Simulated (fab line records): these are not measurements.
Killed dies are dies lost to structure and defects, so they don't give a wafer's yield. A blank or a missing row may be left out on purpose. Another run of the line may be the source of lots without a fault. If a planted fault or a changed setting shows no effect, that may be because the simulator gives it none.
Comparing a struck lot with a sound one / flow sky130 / 37 steps out of a route of 708
Sound: the wafers L583.2, L583.3, L583.4. The struck wafers were L597.1, L597.3, L597.6. The cause is given at the end.
For every step that has rows: the tool of each side, followed by ch and its chambers, followed by its first start. Under that, the readings that differ: sound wafers / struck wafers / difference of the means / sigmas: that difference in standard deviations of wafers without a fault.
alike: readings with means less than 2 such deviations apart, plus words and numbers identical on both sides. not compared: withheld readings, readings lacking a value on some wafer, bounds such as >300 that could conceal the same value, and numbers that have no deviation in the record and whose values overlap.
The two part at a step that has a row with sigmas, a row that says differs or no value, or rows on one side only. Non-overlapping numbers with no deviation appear without sigmas and do not part them. Lack of a reading on every wafer of one side parts them only where that side has two or more wafers.

first, 10 steps without rows for these wafers: SKY_LDD_LDN_SOFTBAKE_03 (time 60 s); SKY_LDD_LDN_EXPOSE_04 (exposes mask LDNTM, target cd 700 nm); SKY_LDD_LDN_PEB_05; SKY_LDD_LDN_DEVELOP_06 (develop time 60 s); SKY_LDD_LDN_IMPLANT_08; SKY_LDD_LDN_IMPLANT_09; SKY_LDD_LDN_IMPLANT_10; SKY_LDD_LDN_IMPLANT_11; SKY_LDD_LDN_STRIP_12 (strips in O2/N2); SKY_LDD_LDN_CLEAN_14 (cleans in SC1/SC2, time 150 s).
SKY_SPACER_CVD_00: deposits Si3N4 from DCS/NH3, target thk 43.1 nm, time 740 s.
  sound on lpcvd-02 ch 0, day 22 19:14; struck on lpcvd-02 ch 0, day 28 01:46
reading=model.Si3N4_of_SPACER_CVD_00.thk nm (nm); sound=43.49 43.48 43.26; struck=27.25 27.15 26.84; difference=-16.33; sigmas=
SKY_SPACER_THK_MEAS_01:
  sound on film metro-03 at day 22 20:27; struck on film metro-01 at day 28 03:11
reading=SPACER_CVD_00_THK (nm); sound=43.5 43.5 43.2; struck=27.2 27.2 26.9; difference=-16.3; sigmas=-37
  not compared: hold
SKY_SPACER_ETCHBACK_02: etches Si3N4 in CH3F/O2, stops on SiO2, time 46.7 s, target depth 45 nm.
  sound on rie diel-03 ch 0,1,3, day 22 20:30; struck on rie diel-02 ch 1,2, day 28 05:43
reading=hold; sound=- - -; struck=await dispo/2.5h/release await dispo/2.5h/release await dispo/2.5h/release; difference=no value on the sound wafers; sigmas=
reading=drypump motor current A (A); sound=5.6 5.3 5.1; struck=5.9 6.7 6.7; difference=+1.1; sigmas=+3
reading=oes product au (a.u.); sound=0.860 0.858 0.861; struck=0.679 0.672 0.676; difference=-0.184; sigmas=-27
reading=throttle valve pct (%); sound=10.552 10.572 10.554; struck=10.548 10.530 10.539; difference=-0.020; sigmas=-2
reading=model.etch.depth nm (nm); sound=43.49 43.48 43.26; struck=27.25 27.15 26.84; difference=-16.33; sigmas=
  alike: O2_flow_sccm
  not compared: rf hours counter h
then, 22 steps without rows for these wafers: SKY_POLY_CUT_DEHYDRATE_00 (time 60 s); SKY_POLY_CUT_HMDS_01 (prime time 60 s); SKY_POLY_CUT_COAT_02 (resist thk 60 nm); SKY_POLY_CUT_COAT_03 (resist thk 450 nm); SKY_POLY_CUT_SOFTBAKE_04 (time 90 s); SKY_POLY_CUT_EXPOSE_05 (exposes mask NPCM, target cd 270 nm); SKY_POLY_CUT_PEB_06; SKY_POLY_CUT_DEVELOP_07 (develop time 60 s); SKY_POLY_CUT_ETCH_10 (etches BARC in N2/H2, stops on SiO2, time 45.9 s, target depth 60 nm); SKY_POLY_CUT_ETCH_11 (etches Si3N4 in CF4/CH2F2/Ar, stops on poly-Si, time 42.5 s, target depth 60 nm); SKY_POLY_CUT_STRIP_12 (strips in O2/N2); SKY_SD_P_DEHYDRATE_00 (time 60 s); SKY_SD_P_HMDS_01 (prime time 60 s); SKY_SD_P_COAT_02 (resist thk 1140 nm); SKY_SD_P_SOFTBAKE_03 (time 60 s); SKY_SD_P_EXPOSE_04 (exposes mask PSDM, target cd 380 nm); SKY_SD_P_PEB_05; SKY_SD_P_DEVELOP_06 (develop time 60 s); SKY_SD_P_IMPLANT_09; SKY_SD_P_STRIP_10 (strips in O2/N2); SKY_RES_XHIGH_DEHYDRATE_00 (time 60 s); SKY_RES_XHIGH_HMDS_01 (prime time 60 s).
-- the record jumps here: 5 days lie between the struck wafers' starts before and after (it left off in module RES_XHIGH and takes up again in module SALICIDE, whose first step shown is number 361 of the route) --
SKY_SALICIDE_CLEAN_00: cleans in HF-last, time 30 s.
  sound on wet bench-03 ch 1, day 27 18:44; struck on wet bench-04 ch 3, day 32 19:42
reading=model.Si3N4_of_SPACER_CVD_00.thk nm (nm); sound=42.51 42.51 42.29; struck=26.29 26.18 25.87; difference=-16.32; sigmas=
-- the record jumps here: 16 days lie between the struck wafers' starts before and after (it left off in module SALICIDE and takes up again in module PAD_OPEN, whose first step shown is number 708 of the route) --
SKY_PAD_OPEN_PROBE_99:
  sound on prober-01 at day 45 13:52; struck on prober-02 at day 49 02:28
reading=killed at contacts; sound=26 45 28; struck=20 22 23; difference=-11; sigmas=-2
reading=model.etest.pfet_01v8.r on ohm um; sound=2932 2932 2868; struck=2391 2315 2350; difference=-559; sigmas=
reading=model.etest.pfet g5v0d10v5.r on ohm um; sound=4770 4796 4764; struck=4633 4543 4595; difference=-186; sigmas=
reading=model.etest.nfet g5v0d10v5.r on ohm um; sound=1871 1875 1884; struck=1828 1796 1819; difference=-62; sigmas=
reading=model.etest.sonos uncharged.r on ohm um; sound=819.5 804.8 795.2; struck=723 722 725.4; difference=-83; sigmas=
reading=model.etest.res pdiff.line ohm um; sound=1369 1351 1346; struck=1283 1286 1278; difference=-73; sigmas=
reading=model.etest.nfet_01v8_lvt.drive ua um; sound=569 555.2 563.8; struck=612 616.8 629.8; difference=+57; sigmas=
reading=model.etest.pfet_01v8.drive ua um; sound=186.9 188.8 194.1; struck=245.5 254.8 251.9; difference=+60.8; sigmas=
reading=model.etest.sram nfet pass.drive ua um; sound=490.6 479.2 484.6; struck=527 529.9 532.1; difference=+45; sigmas=
  alike: killed_at_M0_to_M3, killed_at_M4_up, killed at front end, killed at other, killed dies, killed open, killed short

WHERE THEY PART
Last at SKY_PAD_OPEN_PROBE_99 as far as this record goes, first at SKY_SPACER_THK_MEAS_01.

WHY: what had been put in by the simulator
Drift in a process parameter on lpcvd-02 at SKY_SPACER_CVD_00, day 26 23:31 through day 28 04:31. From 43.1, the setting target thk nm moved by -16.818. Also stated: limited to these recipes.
